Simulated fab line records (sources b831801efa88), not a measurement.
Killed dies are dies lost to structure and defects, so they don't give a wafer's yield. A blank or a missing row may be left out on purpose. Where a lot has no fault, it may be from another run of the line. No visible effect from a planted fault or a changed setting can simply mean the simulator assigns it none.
Code-filled problem report in 8D (eight disciplines) form ; flow sfqLine ; the parts of the form that need people (team, actions taken, sign-off) are left out

## 1. WHAT WENT WRONG
Mean of timeToEndpointS at SFQ_TRILAYER_I2_CMP_CMP_064: 281 s across 3 wafers in 3 lots; on wafers with no fault it is 216 s (standard deviation 6). That puts it +11 standard deviations away from the usual mean.
The step: polishes SiO2.
First observed at day 26 17:12: wafer L587.1, on cmp-01. The record holds 45 wafers of 15 lots with a number at this step. By rule, "out" or "out of limits" means more than 4 standard deviations away from the usual mean. Any other wafer with a number is counted as sound.

## 2. WHAT IT IS, WHAT IT ISN'T
question;is;is not
which readings at this step;timeToEndpointS;motorCurrentA, retainingRingPressureFrac, slurryFlowMlMin
which lots;L587, L589, L592;L573, L574, L576, L578, L579, L581, L582, L584, L588, L593, L594, L596
which wafers of those lots;L587.1, L589.1, L592.6;L587.3, L587.5, L589.2, L589.3, L592.3, L592.4
read on which tools;cmp-01;cmp-02
when;from day 26 17:12;"up to then (24 sound wafers); but 18 sound wafers of L587, L588, L589, L592, L593, L594, L596 came after"

## 3. THE SUSPECTS, EACH WITH WHAT RULES IT OUT
Counting: a tool at a process step up to the reading stays a suspect if it ran every lot that is out. Sound lots after the first of them don't rule it out here, since some wafers of a struck lot are sound.
- cmp-01 at SFQ_TRILAYER_I2_CMP_CMP_064 (polishes SiO2): kept. It ran every lot that is out, first L587 (day 26 17:12); its last sound lot up to then is L582 (day 26 06:12). Its own timeToEndpointS readings are out on those wafers.
Left after counting: cmp-01 at SFQ_TRILAYER_I2_CMP_CMP_064.

## 4. THE CAUSE (what the simulator had put in)
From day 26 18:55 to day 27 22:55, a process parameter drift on cmp-01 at SFQ_TRILAYER_I2_CMP_CMP_064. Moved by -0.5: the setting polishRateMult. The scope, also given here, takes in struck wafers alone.
Only this tool survived the counting.

## 5. SEQUENCE OF EFFECTS, ordered by route
Each row: a reading whose mean over the struck wafers that have a number lies more than 3 standard deviations from the usual. Only readings for which the record gives a usual standard deviation are gone through. hours: the time from each lot's start at the first step in this table that gives one to its start at this step, as a median over the lots. sigmas: the change in usual standard deviations.
hours;step;reading;usual;on struck wafers;change;sigmas
0;SFQ_TRILAYER_I2_CMP_CMP_064;timeToEndpointS;216 s;281;+65;+11
3;SFQ_TRILAYER_I2_METRO_MEASURE_065;thkNm;200.0 nm;305.2;+105.2;+99 or more
140;SFQ_TRILAYER_I2_VIA_ETCH_VIA_ETCH_070;oesProductAu;0.855 a.u.;0.994;+0.139;+27
It contains these process steps:
- SFQ_TRILAYER_I2_CMP_CMP_064: polishes SiO2.
- SFQ_TRILAYER_I2_METRO_MEASURE_065
- SFQ_TRILAYER_I2_VIA_ETCH_VIA_ETCH_070: etches SiO2 in CHF3, stops on Nb, target depth 260 nm.

## 6. WHAT WOULD HAVE CAUGHT IT SOONER
In this record the first reading out of limits was taken at day 26 17:12.
